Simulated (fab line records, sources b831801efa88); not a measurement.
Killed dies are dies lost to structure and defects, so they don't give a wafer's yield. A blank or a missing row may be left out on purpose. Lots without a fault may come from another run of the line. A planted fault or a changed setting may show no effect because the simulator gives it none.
fab line records | flow gf180mcu
record lots=14 wafers=42 last_day=34
route steps=602 shown STI@15 DNWELL@38 LVPWELL@61
lots that met no fault: from a run of the same line without faults
start_h: hours from the record's first day to the start of the lot's first wafer shown | wait_h: hours since the lot's step before | " the same as in the row above | L1.1+2: a row that stands for several wafers | - no value, or no start given | * or withheld: withheld | < > ~ a bound
route shown NAME@n: a module of which the file shows steps, and the number in the route of the first | usual: mean/standard deviation of fault-free wafers | same: alike in all rows | chamber/n: place in a boat | sites: the reading at each site | _std_site: their standard deviation | _edge_site: outer sites' mean less inner sites' | radius_mm: how far each site lies from the wafer's centre | mask NAME#n: copy n | behind: the tool/chamber that last shaped the wafer | hold: why the lot was held/for how many hours/how that ended | device: the transistor (n, p or np) that didn't switch | end of line: the same wafers' tests at the end of the route | a step without rows: its recipe alone | killed: dies lost to structure and defects at the first sort, not the wafer's yield | map: a wafer's dies, x killed, . not, _ none there
set.NAME: the setting as run; set.NAME@STEP: as run at that earlier step | model.NAME: the simulator's own value behind a step, which no gauge read
steps of the route over a sample of lots; a table a step, a row a wafer
services: from which hour (start_h, from the record's first day; less than 0 if before it) a tool's chamber was out of use, for how many hours, and why
## steps
# step GF_STI_ETCH_14
# recipe target=Si chemistry=HBr/Cl2/O2 target_depth_nm=360 icp_w=600 bias_w=150 pressure_mtorr=15 HBr_flow_sccm=150 Cl2_flow_sccm=40 O2_flow_sccm=6 time_s=102.9
# usual drypump_motor_current_A=5.9/0.38 oes_product_au=0.999/0.008 throttle_valve_pct=25.656/0.0097
# columns lot.wafer tool chamber start_h wait_h drypump_motor_current_A oes_product_au rf_hours_counter_h throttle_valve_pct
L699.1 rie_si-02 0 26.01 0.0 6.4 0.996 55 25.659
L699.5 " 0 " " 6.4 0.997 - 25.663
L699.6 " 1 " " 6.4 0.994 - 25.663
L700.4 rie_si-02 0 31.09 0.0 6.4 1.016 - 25.649
L700.5 " 1 " " 6.4 0.984 - 25.670
L700.6 " 3 " " 6.1 1.002 - 25.657
L701.2 rie_si-02 0 34.81 0.0 6.4 1.007 55 25.665
L701.3 " 1 " " 6.4 0.990 135 25.661
L701.5 " 0 " " 6.4 0.999 - 25.645
L703.3 rie_si-01 3 46.97 0.0 5.3 0.994 21 25.665
L703.5 " 0 " " 5.7 0.984 - 25.676
L703.6 " 1 " " 5.9 0.999 - 25.661
L705.2 rie_si-02 0 56.31 0.0 6.5 1.015 55 25.648
L705.5 " 2 " " 5.5 1.009 - 25.656
L705.6 " 1 " " 6.4 1.000 - 25.668
L707.1 rie_si-02 1 67.50 0.0 6.4 1.011 135 25.658
L707.2 " 2 " " 5.5 0.996 0 25.668
L707.5 " 2 " " 5.5 1.000 - 25.661
L709.1 rie_si-01 1 77.65 0.0 5.9 0.996 2 25.652
L709.2 " 3 " " 5.3 0.996 21 25.653
L709.3 " 2 " " 5.8 0.992 123 25.650
L711.1 rie_si-01 3 87.26 0.0 5.2 0.999 21 25.655
L711.2 " 1 " " 5.9 1.007 2 25.647
L711.4 " 0 " " 5.7 0.999 119 25.648
L712.2 rie_si-01 0 92.31 0.0 5.7 0.985 119 25.665
L712.5 " 1 " " 5.9 1.004 - 25.673
L712.6 " 2 " " 5.8 0.998 - 25.666
L713.2 rie_si-01 1 97.15 0.0 5.9 1.008 2 25.646
L713.3 " 0 " " 5.7 0.993 119 25.657
L713.5 " 0 " " 5.7 0.995 - 25.659
L715.2 rie_si-02 1 109.31 0.0 6.4 0.996 136 25.664
L715.4 " 0 " " 6.4 1.005 55 25.661
L715.5 " 2 " " 5.5 0.995 - 25.667
L716.3 rie_si-02 3 112.20 0.0 6.1 0.991 132 25.649
L716.4 " 2 " " 5.5 0.994 1 25.642
L716.6 " 3 " " 6.1 1.001 - 25.656
L721.3 rie_si-01 2 139.51 0.0 5.8 0.999 124 25.640
L721.4 " 3 " " 5.3 1.018 22 25.633
L721.6 " 3 " " 5.3 1.010 - 25.651
L722.1 rie_si-02 3 143.86 0.0 6.1 1.000 132 25.651
L722.5 " 1 " " 6.4 1.001 - 25.667
L722.6 " 0 " " 6.5 1.006 - 25.661
# step GF_DNWELL_DEVELOP_06
# recipe wall_angle_deg=90 develop_time_s=60 dev_temp_c=23
# usual chill_plate_temp_C=22.97/0.11 develop_time_s=60/0
# columns lot.wafer tool chamber start_h wait_h chill_plate_temp_C develop_time_s
L699.1 litho_track-02 0 42 - 22.99 60
L699.5 " 0 43 - 22.91 60
L699.6 " 0 " " 22.87 60
L700.4 litho_track-03 0 47 - 23.12 60
L700.5 " 0 48 - 23.13 60
L700.6 " 0 " " 23.07 60
L701.2 litho_track-02 0 51 - 22.92 60
L701.3 " 0 " " 22.98 60
L701.5 " 0 " " 23.01 60
L703.3 litho_track-02 0 64 - 22.91 60
L703.5 " 0 " " 22.84 60
L703.6 " 0 " " 22.73 60
L705.2 litho_track-04 0 74 - 22.99 60
L705.5 " 0 " " 22.79 60
L705.6 " 0 " " 23.01 60
L707.1 litho_track-02 0 85 - 22.80 60
L707.2 " 0 " " 22.93 60
L707.5 " 0 " " 22.88 60
L709.1 litho_track-02 0 95 - 22.88 60
L709.2 " 0 " " 22.86 60
L709.3 " 0 " " 22.79 60
L711.1 litho_track-02 0 105 - 22.71 60
L711.2 " 0 " " 22.92 60
L711.4 " 0 " " 22.63 60
L712.2 litho_track-02 0 110 - 22.91 60
L712.5 " 0 " " 22.94 60
L712.6 " 0 " " 22.94 60
L713.2 litho_track-03 0 116 - 23.08 60
L713.3 " 0 " " 23.09 60
L713.5 " 0 " " 23.14 60
L715.2 litho_track-04 0 128 - 23.07 60
L715.4 " 0 " " 23.10 60
L715.5 " 0 " " 23.09 60
L716.3 litho_track-04 0 132 - 23.08 60
L716.4 " 0 " " 22.97 60
L716.6 " 0 " " 23.11 60
L721.3 litho_track-02 - 159 - - -
L721.4 " - " " - -
L721.6 " - " " - -
L722.1 litho_track-03 - 163 - - -
L722.5 " - " " - -
L722.6 " - " " - -
# step GF_DNWELL_STRIP_08
# recipe chemistry=O2/N2 power_w=1400 pressure_mtorr=1500 platen_temp_c=250 o2_flow_sccm=3000 n2_flow_sccm=300 overash_fraction=0.5
# usual drypump_motor_current_A=5.82/0.28 heater_power_w=347/36 oes_product_au=0.723/0.0048 strip_time_to_endpoint_s=36.96/0.1
# columns lot.wafer tool chamber start_h wait_h drypump_motor_current_A heater_power_w oes_product_au rf_hours_counter_h strip_time_to_endpoint_s
L699.1 plasma_asher-02 1 43.20 0.1 6.11 370 0.719 24 37.12
L699.5 " 0 " " 5.91 343 0.730 - 37.09
L699.6 " 1 " " 6.13 373 0.717 - 37.15
L700.4 plasma_asher-04 1 48.24 0.1 5.95 399 0.725 - 36.89
L700.5 " 0 " " 5.92 342 0.725 - 36.89
L700.6 " 1 " " 5.96 407 0.719 - 37.00
L701.2 plasma_asher-04 0 52.00 0.1 5.86 339 0.723 40 36.92
L701.3 " 0 " " 5.85 342 0.722 - 37.02
L701.5 " 1 " " 5.91 404 0.722 - 36.98
L703.3 plasma_asher-03 1 64.34 0.1 5.24 289 0.723 - 37.11
L703.5 " 0 " " 5.99 333 0.717 - 37.06
L703.6 " 1 " " 5.24 292 0.720 - 37.04
L705.2 plasma_asher-04 0 74.59 0.1 5.87 327 0.720 42 37.04
L705.5 " 0 " " 5.86 343 0.729 - 36.94
L705.6 " 1 " " 5.99 398 0.718 - 36.91
L707.1 plasma_asher-04 0 85.35 0.1 5.88 340 0.726 44 36.95
L707.2 " 1 " " 5.95 403 0.722 44 37.05
L707.5 " 1 " " 5.95 401 0.719 - 36.93
L709.1 plasma_asher-03 1 96.15 0.1 5.27 292 0.721 45 37.00
L709.2 " 0 " " 5.93 340 0.726 45 37.03
L709.3 " 0 " " 6.00 327 0.718 - 37.03
L711.1 plasma_asher-04 0 105.60 0.1 5.89 339 0.716 46 36.95
L711.2 " 1 " " 6.00 407 0.723 46 36.97
L711.4 " 0 " " 5.86 336 0.717 - 36.89
L712.2 plasma_asher-03 1 110.90 0.1 5.23 289 0.720 46 36.75
L712.5 " 1 " " 5.22 294 0.719 - 36.66
L712.6 " 0 " " 5.94 335 0.723 - 36.80
L713.2 plasma_asher-03 0 116.86 0.1 5.94 341 0.727 47 36.81
L713.3 " 1 " " 5.27 283 0.727 - 36.89
L713.5 " 1 " " 5.29 290 0.719 - 36.76
L715.2 plasma_asher-02 1 128.99 0.1 6.09 376 0.726 32 36.98
L715.4 " 0 " " 5.94 344 0.730 - 37.06
L715.5 " 0 " " 5.93 343 0.712 - 36.97
L716.3 plasma_asher-03 1 133.12 0.1 5.24 289 0.732 - 37.00
L716.4 " 0 " " 5.95 327 0.720 - 36.98
L716.6 " 0 " " 6.01 330 0.719 - 37.08
L721.3 plasma_asher-04 0 159.83 0.1 5.89 344 0.722 - 36.95
L721.4 " 1 " " 5.94 399 0.720 - 36.86
L721.6 " 0 " " 5.90 345 0.730 - 36.86
L722.1 plasma_asher-03 1 163.71 0.1 5.27 292 0.730 52 37.11
L722.5 " 0 " " 5.93 333 0.720 - 37.14
L722.6 " 1 " " 5.24 293 0.716 - 37.02
# step GF_DNWELL_TW_MEAS_09
# usual DNWELL_TW=1348/13
# columns lot.wafer tool chamber start_h wait_h DNWELL_TW
L699.1 film_metro-02 - 43.30 0.1 1357
L699.5 " - " " 1368
L699.6 " - " " 1350
L700.4 film_metro-02 - 48.34 0.1 1364
L700.5 " - " " 1361
L700.6 " - " " 1362
L701.2 film_metro-04 - 52.11 0.1 1352
L701.3 " - " " 1364
L701.5 " - " " 1355
L703.3 film_metro-04 - 64.42 0.1 1351
L703.5 " - " " 1351
L703.6 " - " " 1356
L705.2 film_metro-02 - 74.70 0.1 1353
L705.5 " - " " 1363
L705.6 " - " " 1354
L707.1 film_metro-02 - 85.45 0.1 1351
L707.2 " - " " 1352
L707.5 " - " " 1355
L709.1 film_metro-02 - 96.25 0.1 1353
L709.2 " - " " 1347
L709.3 " - " " 1351
L711.1 film_metro-03 - 105.70 0.1 1317
L711.2 " - " " 1321
L711.4 " - " " 1315
L712.2 film_metro-04 - 111.01 0.1 1365
L712.5 " - " " 1351
L712.6 " - " " 1368
L713.2 film_metro-02 - 116.97 0.1 1348
L713.3 " - " " 1344
L713.5 " - " " 1349
L715.2 film_metro-02 - 129.10 0.1 1361
L715.4 " - " " 1369
L715.5 " - " " 1363
L716.3 film_metro-04 - 133.21 0.1 1347
L716.4 " - " " 1353
L716.6 " - " " 1346
L721.3 film_metro-04 - 159.92 0.1 31
L721.4 " - " " 31
L721.6 " - " " 31
L722.1 film_metro-02 - 163.81 0.1 31
L722.5 " - " " 31
L722.6 " - " " 31
# step GF_LVPWELL_OVL_MEAS_07
# usual LVPWELL_OVL=0.5/1.5
# columns lot.wafer tool chamber start_h wait_h LVPWELL_OVL[nm]
L699.1 overlay-02 - 68.95 - 1.9
L699.5 " - " " 2.9
L699.6 " - " " 3.0
L700.4 overlay-02 - 74.12 - 3.3
L700.5 " - " " 2.0
L700.6 " - " " 1.7
L701.2 overlay-01 - 78.30 - -0.2
L701.3 " - " " -1.2
L701.5 " - " " -0.2
L703.3 overlay-01 - 91.16 - 0.9
L703.5 " - " " 0.7
L703.6 " - " " 0.2
L705.2 overlay-02 - 102.36 - 0.8
L705.5 " - " " 2.0
L705.6 " - " " -1.3
L707.1 overlay-02 - 113.71 - 1.6
L707.2 " - " " 2.0
L707.5 " - " " 1.1
L709.1 overlay-01 - 125.39 - 1.0
L709.2 " - " " 1.1
L709.3 " - " " 1.6
L711.1 overlay-01 - 135.50 - -0.6
L711.2 " - " " -1.4
L711.4 " - " " -1.4
L712.2 overlay-01 - 140.75 - -1.5
L712.5 " - " " -2.1
L712.6 " - " " -1.4
L713.2 overlay-01 - 146.61 - 1.8
L713.3 " - " " 2.2
L713.5 " - " " 0.5
L715.2 overlay-01 - 160.71 - 0.4
L715.4 " - " " -1.3
L715.5 " - " " 0.8
L716.3 overlay-01 - 165.12 - 0.8
L716.4 " - " " 1.6
L716.6 " - " " 1.1
L721.3 overlay-02 - 192.62 - -0.7
L721.4 " - " " -0.3
L721.6 " - " " 0.0
L722.1 overlay-02 - 196.96 - 0.2
L722.5 " - " " -1.4
L722.6 " - " " -0.4
## services
# columns tool chamber start_h hours kind
rie_si-02 3 20.38 2.8 repair
rie_si-02 2 25.62 - clean
rie_si-02 2 25.62 12.0 scheduled_down
rie_si-02 2 25.62 12.0 vent_cycle
plasma_asher-02 - 77.42 14.6 pm
plasma_asher-02 - 104.72 0.4 repair
plasma_asher-04 - 129.98 3.1 repair
plasma_asher-04 - 132.55 3.7 repair
rie_si-02 1 147.47 - clean
rie_si-02 1 147.47 21.9 scheduled_down
rie_si-02 1 147.47 21.9 vent_cycle
## key
first_sign step=GF_DNWELL_DEVELOP_06 reading=tool_record direction=missing
effect step=GF_DNWELL_TW_MEAS_09 reading=DNWELL_TW direction=down sigmas=99+ usual=1348 struck=31
met_at GF_DNWELL_DEVELOP_06
struck_lots L721,L722
sort_left_out L721.3,L721.4,L721.6,L722.1,L722.5,L722.6
tester_left_out L721,L722
not_acting_at GF_STI_ETCH_14,GF_DNWELL_STRIP_08,GF_LVPWELL_OVL_MEAS_07
onset_between 116 159
fault kind=skipped_step_whole tool=litho_track-02,litho_track-03 chamber=- onset_h=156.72 steps=GF_DNWELL_DEVELOP_06 scope=struck_lots_only
# tester_left_out: of these lots the tester's yield and bins aren't shown, on N5 and GAA mostly nor the transistor test; their killed dies are dies lost to structure and defects alone, not to doping, threshold or leakage, so they don't give the yield
# sort_left_out: the simulated sort isn't trusted on such a fault, so these wafers' sort isn't shown, and their yield isn't known
